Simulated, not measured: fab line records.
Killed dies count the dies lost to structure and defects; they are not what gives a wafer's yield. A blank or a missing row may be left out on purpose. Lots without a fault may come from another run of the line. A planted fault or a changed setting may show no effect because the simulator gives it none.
2 desks, one fault -- flow gf180mcu -- only its own numbers are on each desk; what lay behind them is given at the end

## DESK OF THE TOOL OWNER: litho track-04
At GF_V1_SOFTBAKE_10 (time 60 s), the tool's own readings, given per lot that ran on this tool as the mean of the sampled wafers with a number. A lot is out of limits, marked OUT, if its mean lies more than 4 standard deviations from the usual mean; the brackets give that distance.
Columns: A = heater power total W at GF_V1_SOFTBAKE_10, usual 93.04 W; B = run length s at GF_V1_SOFTBAKE_10, usual 89.13 s
lot,first seen here,A,B
L571,day 17 18:00,93.11,89.38
L573,day 18 12:00,93.03,89.43
L574,day 19 01:00,93.08,89.18
L583,day 21 23:00,93.03,89.18
L586,day 23 07:00,100.72 (+99 or more) OUT,77.34 (-74) OUT
L588,day 23 20:00,104.48 (+99 or more) OUT,71.29 (-99 or more) OUT
L589,day 24 05:00,100.77 (+99 or more) OUT,77.34 (-74) OUT
This desk's verdict: out of limits on L586, L588, L589, starting with L586 at day 23 07:00 (heater power total W at GF_V1_SOFTBAKE_10). In limits: L571, L573, L574, L583.

## THE METROLOGY DESK
Lot by lot, what the gauges showed, no matter which tool ran the lot: averages of those sampled wafers that carry a number. A lot is out of limits, marked OUT, if its mean lies more than 4 standard deviations from the usual mean; the brackets give that distance.
Columns: A = cd nm at GF_V1_CD_MEAS_14, usual 260.2 nm; B = V1_W_RS at GF_V1_RS_MEAS_24, usual 0.3277 ohm/sq
lot,first seen here,A,B
L571,day 18 06:19,261.8,0.3278
L573,day 19 00:45,260.4,0.3263
L574,day 19 13:18,261.4,0.3311
L575,day 19 18:29,260.2,0.3287
L576,day 20 09:23,259.1,0.3272
L577,day 20 18:49,260.9,0.3302
L578,day 21 02:06,260.7,0.3300
L579,day 21 07:02,259.7,0.3276
L583,day 22 10:55,259.7,0.3274
L586,day 23 19:04,258.0,0.3287
L588,day 24 07:38,254.6 (-4.7) OUT,0.3314
L589,day 24 16:13,258.2,0.3241
L594,day 26 00:50,258.9,0.3292
This desk's verdict: out of limits on L588, starting with L588 at day 24 07:38 (cd nm at GF_V1_CD_MEAS_14). In limits: L571, L573, L574, L575, L576, L577, L578, L579, L583, L586, L589, L594.

## ALL TOGETHER
On L586, L588, L589, at day 23 07:00, an alarm was possible from the tool owner's desk.
On L588, the metrology desk was in a position to raise an alarm at day 24 07:38.
The metrology desk holds a record of L586, L589, inside its limits.
Of the lots named, all ran GF_V1_SOFTBAKE_10 on litho track-04.

## WHAT THE SIMULATOR HAD INSERTED
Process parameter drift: litho track-04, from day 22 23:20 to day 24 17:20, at GF_V1_SOFTBAKE_10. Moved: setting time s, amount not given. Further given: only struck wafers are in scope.
Struck lots among those shown: L586, L588, L589.
Fault start to first reading out of limits, in hours, per desk: tool owner, 8; metrology, 32.
